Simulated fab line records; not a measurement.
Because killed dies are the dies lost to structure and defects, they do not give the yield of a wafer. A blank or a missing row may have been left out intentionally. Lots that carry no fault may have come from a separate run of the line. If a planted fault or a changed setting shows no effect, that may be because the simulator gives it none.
The tool behind it: which one? ; flow gf180mcu ; 13 lots with 39 wafers sampled at 3 steps, on a route of 602 steps

WHAT EACH GAUGE READ, for each wafer
GF_M1_OVL_MEAS_15. Usual: for M1_OVL the level is 1 nm and the standard deviation is 5.8.
lot;measured;on;M1_OVL (nm);flag
L916;day 17 10:02;overlay-01;1 3 -4;
L917;day 17 13:04;overlay-02;4 -3 9;
L918;day 17 22:32;overlay-01;2 7 1;
L920;day 19 00:32;overlay-01;8 5 6;
L921;day 19 06:49;overlay-01;1 5 4;
L922;day 19 16:38;overlay-02;-10 -1 -3;
L923;day 20 08:38;overlay-02;7 -1 7;
L924;day 20 16:44;overlay-01;-7 0 1;
L926;day 21 06:56;overlay-02;8 6 -4;
L927;day 21 16:38;overlay-02;0 4 6;
L928;day 21 21:35;overlay-01;0 -8 1;
L938;day 24 18:26;overlay-02;-3 -3 -2;
L939;day 25 02:01;overlay-01;-9 -7 0;

GF_V1_OVL_MEAS_15. Usual: for V1_OVL the level is -2 nm and the standard deviation is 5.4.
lot;measured;on;V1_OVL (nm);flag
L916;day 18 10:05;overlay-02;-4 -8 -4;
L917;day 18 13:58;overlay-01;0 -4 -3;
L918;day 18 23:46;overlay-02;-7 -11 -4;
L920;day 20 01:34;overlay-01;0 0 -5;
L921;day 20 07:40;overlay-02;0 0 1;
L922;day 20 17:50;overlay-02;-5 -1 3;
L923;day 21 10:10;overlay-02;-7 -14 -12;
L924;day 21 18:35;overlay-02;-1 -3 -9;
L926;day 22 08:06;overlay-02;-9 -5 -5;
L927;day 22 17:19;overlay-01;-3 -6 -3;
L928;day 22 22:49;overlay-02;-6 -4 -3;
L938;day 25 17:23;overlay-01;5 1 4;
L939;day 26 00:10;overlay-02;-12 -4 -8;

WHAT TOOL EACH LOT RAN ON (gives the tool, then ch and the chambers of the sampled wafers, and finally the start)
lot;GF_V1_CMP_04
L916;cmp-02 ch 0,1,3, day 17 11:05
L917;cmp-02 ch 0,1, day 17 14:01
L918;cmp-02 ch 0,1,3, day 17 23:29
L920;cmp-01 ch 0,2, day 19 01:33
L921;cmp-02 ch 0,2,3, day 19 07:57
L922;cmp-02 ch 0,2,3, day 19 17:34
L923;cmp-01 ch 0,1,2, day 20 09:39
L924;cmp-01 ch 2,3, day 20 17:45
L926;cmp-01 ch 0,1,3, day 21 07:56
L927;cmp-01 ch 0,3, day 21 17:37
L928;cmp-02 ch 0,1,2, day 21 22:41
L938;cmp-01 ch 0,1, day 24 19:30
L939;cmp-01 ch 0,1,2, day 25 02:58
- GF_V1_CMP_04: polishes SiO2.

AS READ BY THE TOOLS THEMSELVES (means over the sampled wafers that have a number; for cases with no such wafer, the mark the record gives instead)
GF_V1_CMP_04. Usual: motorCurrentA 11.9 A, standard deviation 0.67; timeToEndpointS 80 s, standard deviation 4.7.
lot;tool;motorCurrentA (A);timeToEndpointS (s);flag
L916;cmp-02;11.9;83;
L917;cmp-02;11.9;80;
L918;cmp-02;11.6;79;
L920;cmp-01;12.0;78;
L921;cmp-02;11.8;85;
L922;cmp-02;11.7;79;
L923;cmp-01;12.3;78;
L924;cmp-01;11.9;81;
L926;cmp-01;12.0;84;
L927;cmp-01;11.6;83;
L928;cmp-02;11.3;77;
L938;cmp-01;12.5;103;OFF
L939;cmp-01;11.9;111;OFF

THE ANSWER, worked out from the rows above alone
Rule: a lot counts as off when the mean over its wafers that have a number is more than 3 standard deviations away from the usual mean. A lot without any number at a reading at which 4 lots or more have one is off too. All remaining lots with rows at the step are treated as sound. First the gauges in route order, then the tools' own readings, where a lot's mean is used as printed above. The first step at which some lot is off is used, and at that step the reading that is off furthest; a lot without a number counts as furthest.
Off: L938, L939, at GF_V1_CMP_04 (timeToEndpointS).
If a tool, at that step or one of the process steps before it, ran each lot that is off and ran no sound lot following the first of them, it fits. One fits: cmp-01 at GF_V1_CMP_04. A fault onset in the window from L927 (day 21 17:37, its last sound lot) to L938 (day 24 19:30, its first lot off) fits.
On the lots that are off, the tool's own readings at GF_V1_CMP_04 differ by more than 5 times the standard deviation of the sound lots' means, which bears it out; timeToEndpointS reads 107 s there versus 81 s on the sound lots.

WHAT HAD BEEN PUT IN BY THE SIMULATOR
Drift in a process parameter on cmp-01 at GF_V1_CMP_04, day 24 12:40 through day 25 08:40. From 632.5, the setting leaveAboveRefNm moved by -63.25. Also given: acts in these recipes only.
Lots struck among those shown: L938, L939. Same finding as the rule above.
